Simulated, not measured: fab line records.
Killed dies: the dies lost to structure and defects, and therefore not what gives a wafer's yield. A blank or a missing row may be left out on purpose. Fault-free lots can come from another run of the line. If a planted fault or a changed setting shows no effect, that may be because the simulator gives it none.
8D (eight disciplines) problem report, filled in by code ; flow sky130 ; the parts of the form that need people (team, actions taken, sign-off) are left out

1. WHAT IS WRONG
Mean SD_N_RS at SKY_SD_N_RS_MEAS_16: 69.84 ohm/sq over 6 wafers in 2 lots; fault-free wafers: 68.52 ohm/sq, standard deviation 0.17. Measured from the usual mean, that is +7.7 standard deviations.
The step: measures by four-point-probe.
Earliest sighting: wafer L892.1 on film_metro-03 at day 32 13:01. The record holds 36 wafers of 12 lots with a number at this step. Rule for "out" (also "out of limits"): further than 4 standard deviations from the usual mean. The rest of the wafers with a number are treated as sound.

2. WHAT IT IS, WHAT IT ISN'T
question;is;is not
which readings at this step;SD_N_RS;-
which lots;L892, L893;L878, L880, L881, L882, L885, L886, L887, L888, L899, L901
which wafers of those lots;all that have a number;-
read on which gauges;film_metro-02, film_metro-03;film_metro-04
when;from day 32 13:01;"up to then (24 sound wafers); but 6 sound wafers of L899, L901 came after"

3. WHAT RULES OUT EACH SUSPECT
Counting: a tool stays on the suspect list if, at a process step up to the reading, it processed all lots that are out and no sound lot following the first of them.
- the gauge at SKY_SD_N_RS_MEAS_16 is ruled out. The wafers that are out were read on 2 gauges (film_metro-02, film_metro-03).
- implanter-01 at SKY_SD_N_IMPLANT_10: ruled out as a lasting fault. After its first lot that is out, L892 (day 32 12:28), sound lots L901 ran on it.
Left after counting: nothing in the record.

4. THE CAUSE (what the simulator had put in)
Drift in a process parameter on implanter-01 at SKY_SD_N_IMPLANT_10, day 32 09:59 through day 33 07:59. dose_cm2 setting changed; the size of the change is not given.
It was ruled out by counting, in error; the rule expects a fault to strike all lots run on its tool from its start on, and this fault did not.

5. THE CHAIN OF EFFECTS, in route order
Each row: a reading whose mean over the struck wafers that have a number lies more than 3 standard deviations from the usual. Only readings for which the record gives a usual standard deviation are gone through. hours: the time from each lot's start at the first step in this table that gives one to its start at this step, as a median over the lots. sigmas: the change in usual standard deviations.
hours;step;reading;usual;on struck wafers;change;sigmas
0;SKY_SD_N_IMPLANT_10;dose_ions_cm2;1.0004e+14;4.0245e+13;-5.9795e+13;-99 or more
0;SKY_SD_N_IMPLANT_10;faraday_current_uA;508;226;-282;-8.0
1;SKY_SD_N_RS_MEAS_16;SD_N_RS;68.52 ohm/sq;69.84;+1.32;+7.7
Here are the process steps it includes:
- SKY_SD_N_IMPLANT_10
Later steps that measure or inspect, where all struck wafers having a row at the step show a number for every such reading and not one has moved that far: SKY_VIA1_CD_MEAS_12.

6. HOW IT WOULD HAVE BEEN CAUGHT EARLIER
The first out-of-limits reading at a measuring or inspecting step in this record came at day 32 13:01, 3 hours after the fault's start at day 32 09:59.
At SKY_SD_N_IMPLANT_10, the tool's own readings (dose_ions_cm2, faraday_current_uA) were out on each struck wafer the step has a row for, so an alarm limit on them would have fired on the first such wafer.
